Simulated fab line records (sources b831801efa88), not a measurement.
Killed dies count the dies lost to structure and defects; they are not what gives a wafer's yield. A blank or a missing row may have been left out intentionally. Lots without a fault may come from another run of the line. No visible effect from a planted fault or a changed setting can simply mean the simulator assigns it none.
A sampling plan put to the test / flow gf180mcu / 22 faults told of in these records, all on one fab line, each judged by the records of the lots it struck
Plan = the line's own looks (route steps where a gauge or an inspection reads the wafer without altering it). A look can be judged if struck wafers have a number there and the file gives its usual mean and standard deviation on fault-free wafers. Caught: at a look after the fault's first step, the mean of the struck wafers lies 4 or more of those standard deviations (sigma) from the usual mean. On the tool: the identical test, applied to the tool's own readings at the steps of the fault. Also counted as caught: the struck wafers showing another recipe, or a record that is empty for them alone.

== THE FAULTS, as the simulator had put them in ==
1. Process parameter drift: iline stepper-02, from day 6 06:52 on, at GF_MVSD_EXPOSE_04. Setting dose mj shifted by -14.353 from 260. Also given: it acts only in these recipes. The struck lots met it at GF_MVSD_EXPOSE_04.
2. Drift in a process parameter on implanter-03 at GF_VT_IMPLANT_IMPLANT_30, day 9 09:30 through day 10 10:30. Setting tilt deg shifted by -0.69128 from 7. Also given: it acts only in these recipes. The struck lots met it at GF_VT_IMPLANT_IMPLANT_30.
3. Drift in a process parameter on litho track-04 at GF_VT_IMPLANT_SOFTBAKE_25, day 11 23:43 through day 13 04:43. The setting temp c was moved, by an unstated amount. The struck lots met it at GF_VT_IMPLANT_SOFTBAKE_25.
4. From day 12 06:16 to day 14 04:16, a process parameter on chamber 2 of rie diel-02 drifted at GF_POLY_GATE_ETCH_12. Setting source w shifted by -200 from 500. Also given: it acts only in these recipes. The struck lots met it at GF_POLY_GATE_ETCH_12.
5. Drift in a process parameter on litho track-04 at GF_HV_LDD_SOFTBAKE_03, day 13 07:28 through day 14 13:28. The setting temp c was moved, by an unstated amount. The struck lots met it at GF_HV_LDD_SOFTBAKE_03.
6. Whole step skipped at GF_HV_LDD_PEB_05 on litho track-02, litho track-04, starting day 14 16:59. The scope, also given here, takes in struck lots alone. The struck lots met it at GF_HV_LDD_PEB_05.
7. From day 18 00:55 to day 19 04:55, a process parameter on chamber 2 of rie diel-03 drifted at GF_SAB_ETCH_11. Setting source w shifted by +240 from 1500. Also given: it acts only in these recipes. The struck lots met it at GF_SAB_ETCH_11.
8. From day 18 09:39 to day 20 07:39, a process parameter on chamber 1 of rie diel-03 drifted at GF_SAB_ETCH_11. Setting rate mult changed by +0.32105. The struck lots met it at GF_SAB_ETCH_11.
9. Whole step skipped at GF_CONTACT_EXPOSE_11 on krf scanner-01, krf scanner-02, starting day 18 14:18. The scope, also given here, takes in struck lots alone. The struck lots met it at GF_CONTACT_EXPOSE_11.
10. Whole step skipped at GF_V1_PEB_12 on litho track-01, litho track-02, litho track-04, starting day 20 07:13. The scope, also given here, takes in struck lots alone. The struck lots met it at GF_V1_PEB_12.
11. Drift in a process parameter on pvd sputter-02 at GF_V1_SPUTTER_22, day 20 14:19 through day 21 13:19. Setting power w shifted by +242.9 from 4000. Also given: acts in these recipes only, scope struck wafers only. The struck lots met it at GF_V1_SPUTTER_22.
12. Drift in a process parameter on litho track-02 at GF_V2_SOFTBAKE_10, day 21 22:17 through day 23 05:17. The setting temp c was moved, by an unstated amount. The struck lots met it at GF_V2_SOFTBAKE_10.
13. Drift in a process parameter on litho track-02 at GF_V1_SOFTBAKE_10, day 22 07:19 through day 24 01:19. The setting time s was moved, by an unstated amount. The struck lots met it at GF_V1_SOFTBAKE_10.
14. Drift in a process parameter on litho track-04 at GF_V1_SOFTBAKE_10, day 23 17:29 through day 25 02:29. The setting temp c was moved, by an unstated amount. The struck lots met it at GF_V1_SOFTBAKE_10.
15. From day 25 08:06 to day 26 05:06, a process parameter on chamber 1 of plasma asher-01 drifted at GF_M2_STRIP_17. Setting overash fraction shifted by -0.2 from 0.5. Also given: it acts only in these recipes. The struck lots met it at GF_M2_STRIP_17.
16. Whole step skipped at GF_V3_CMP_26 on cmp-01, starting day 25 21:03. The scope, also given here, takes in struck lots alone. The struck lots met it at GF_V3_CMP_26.
17. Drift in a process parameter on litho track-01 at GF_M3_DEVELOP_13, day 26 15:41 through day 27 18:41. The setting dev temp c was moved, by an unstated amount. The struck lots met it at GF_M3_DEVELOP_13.
18. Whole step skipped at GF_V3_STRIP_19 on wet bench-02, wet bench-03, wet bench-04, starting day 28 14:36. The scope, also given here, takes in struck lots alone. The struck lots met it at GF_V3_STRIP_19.
19. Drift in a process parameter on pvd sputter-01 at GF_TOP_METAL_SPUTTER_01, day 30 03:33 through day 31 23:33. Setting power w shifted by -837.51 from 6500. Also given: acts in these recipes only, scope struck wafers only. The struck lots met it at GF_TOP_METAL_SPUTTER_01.
20. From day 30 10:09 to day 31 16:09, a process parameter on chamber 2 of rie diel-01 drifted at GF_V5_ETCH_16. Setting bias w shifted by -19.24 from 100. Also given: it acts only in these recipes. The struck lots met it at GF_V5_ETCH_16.
21. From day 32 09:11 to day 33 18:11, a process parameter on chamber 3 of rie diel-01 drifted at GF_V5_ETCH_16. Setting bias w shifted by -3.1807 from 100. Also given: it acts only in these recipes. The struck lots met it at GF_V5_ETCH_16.
22. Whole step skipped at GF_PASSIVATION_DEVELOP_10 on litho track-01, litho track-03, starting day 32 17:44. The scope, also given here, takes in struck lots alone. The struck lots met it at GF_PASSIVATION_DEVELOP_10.

== WHAT THE PLAN SAW ==
fault=1; on the tool itself=exposure dose mJ cm2 -49 sigma; first look that catches it=not the one look that can be judged after it; reading, sigma=-; median hours from its first step to that look=-; hours from the fault's start to the first struck lot there=-; judged looks passed uncaught=1
fault=2; on the tool itself=tilt deg -36 sigma; first look that catches it=not the one look that can be judged after it; reading, sigma=-; median hours from its first step to that look=-; hours from the fault's start to the first struck lot there=-; judged looks passed uncaught=1
fault=3; on the tool itself=heater power total W +27 sigma; first look that catches it=not the one look that can be judged after it; reading, sigma=-; median hours from its first step to that look=-; hours from the fault's start to the first struck lot there=-; judged looks passed uncaught=1
fault=4; on the tool itself=rf fwd power W -95 sigma; first look that catches it=not the one look that can be judged after it; reading, sigma=-; median hours from its first step to that look=-; hours from the fault's start to the first struck lot there=-; judged looks passed uncaught=1
fault=5; on the tool itself=heater power total W -47 sigma; first look that catches it=not the one look that can be judged after it; reading, sigma=-; median hours from its first step to that look=-; hours from the fault's start to the first struck lot there=-; judged looks passed uncaught=1
fault=6; on the tool itself=no reading that can be judged; first look that catches it=no look after it can be judged; reading, sigma=-; median hours from its first step to that look=-; hours from the fault's start to the first struck lot there=-; judged looks passed uncaught=0
fault=7; on the tool itself=rf fwd power W +24 sigma; first look that catches it=not the one look that can be judged after it; reading, sigma=-; median hours from its first step to that look=-; hours from the fault's start to the first struck lot there=-; judged looks passed uncaught=1
fault=8; on the tool itself=oes product au +15 sigma; first look that catches it=no look after it can be judged; reading, sigma=-; median hours from its first step to that look=-; hours from the fault's start to the first struck lot there=-; judged looks passed uncaught=0
fault=9; on the tool itself=no reading that can be judged; first look that catches it=no look after it can be judged; reading, sigma=-; median hours from its first step to that look=-; hours from the fault's start to the first struck lot there=-; judged looks passed uncaught=0
fault=10; on the tool itself=the tool's record is blank for the struck wafers; first look that catches it=no look after it can be judged; reading, sigma=-; median hours from its first step to that look=-; hours from the fault's start to the first struck lot there=-; judged looks passed uncaught=0
fault=11; on the tool itself=cathode dc power W +99 or beyond sigma; first look that catches it=none of the 2 looks that can be judged after it; reading, sigma=-; median hours from its first step to that look=-; hours from the fault's start to the first struck lot there=-; judged looks passed uncaught=2
fault=12; on the tool itself=heater power total W +39 sigma; first look that catches it=GF_V2_CD_MEAS_14; reading, sigma=cd nm +6.6; median hours from its first step to that look=11.5; hours from the fault's start to the first struck lot there=17; judged looks passed uncaught=0
fault=13; on the tool itself=heater power total W +99 or beyond sigma; first look that catches it=no look after it can be judged; reading, sigma=-; median hours from its first step to that look=-; hours from the fault's start to the first struck lot there=-; judged looks passed uncaught=0
fault=14; on the tool itself=heater power total W -19 sigma; first look that catches it=no look after it can be judged; reading, sigma=-; median hours from its first step to that look=-; hours from the fault's start to the first struck lot there=-; judged looks passed uncaught=0
fault=15; on the tool itself=under 2 sigma; first look that catches it=no look after it can be judged; reading, sigma=-; median hours from its first step to that look=-; hours from the fault's start to the first struck lot there=-; judged looks passed uncaught=0
fault=16; on the tool itself=the tool's record is blank for the struck wafers; first look that catches it=no look after it can be judged; reading, sigma=-; median hours from its first step to that look=-; hours from the fault's start to the first struck lot there=-; judged looks passed uncaught=0
fault=17; on the tool itself=developer temp C -9.9 sigma; first look that catches it=not the one look that can be judged after it; reading, sigma=-; median hours from its first step to that look=-; hours from the fault's start to the first struck lot there=-; judged looks passed uncaught=1
fault=18; on the tool itself=the tool's record is blank for the struck wafers; first look that catches it=not the one look that can be judged after it; reading, sigma=-; median hours from its first step to that look=-; hours from the fault's start to the first struck lot there=-; judged looks passed uncaught=1
fault=19; on the tool itself=cathode dc power W -99 or beyond sigma; first look that catches it=no look after it can be judged; reading, sigma=-; median hours from its first step to that look=-; hours from the fault's start to the first struck lot there=-; judged looks passed uncaught=0
fault=20; on the tool itself=bias w -58 sigma; first look that catches it=no look after it can be judged; reading, sigma=-; median hours from its first step to that look=-; hours from the fault's start to the first struck lot there=-; judged looks passed uncaught=0
fault=21; on the tool itself=bias w -10.0 sigma; first look that catches it=none of the 2 looks that can be judged after it; reading, sigma=-; median hours from its first step to that look=-; hours from the fault's start to the first struck lot there=-; judged looks passed uncaught=2
fault=22; on the tool itself=the tool's record is blank for the struck wafers; first look that catches it=no look after it can be judged; reading, sigma=-; median hours from its first step to that look=-; hours from the fault's start to the first struck lot there=-; judged looks passed uncaught=0
A dash: this means the fault isn't caught or the number doesn't appear in these records.

Caught at a look: 1 of 22. Caught on the tool: 19 of 22. By one or the other: 19 of 22.
Caught on the tool alone: faults 1, 2, 3, 4, 5, 7, 8, 10, 11, 13, 14, 16, 17, 18, 19, 20, 21, 22.
Caught by neither: faults 6, 9, 15.

== THINNER SAMPLING ==
If the look that catches a fault measured only every second or every third lot, by lot number, the first struck lot would be measured this late in the worst case:
fault=12; struck lots at that look, in order of time=L802, L804; every lot=17 h; every second lot=may miss all 2; every third lot=may miss all 2
Hours count from the start of the fault until the first struck lot that is measured. The limit of 4 sigma was tested on all struck wafers together, so one lot alone may lie under it. Other struck lots may not be in these records.

== THE LONGEST TIMED WAY FROM STEP TO LOOK ==
For fault 12, GF_V2_SOFTBAKE_10 and GF_V2_CD_MEAS_14 are separated by a median of 11.5 hours. No look between them can be judged.
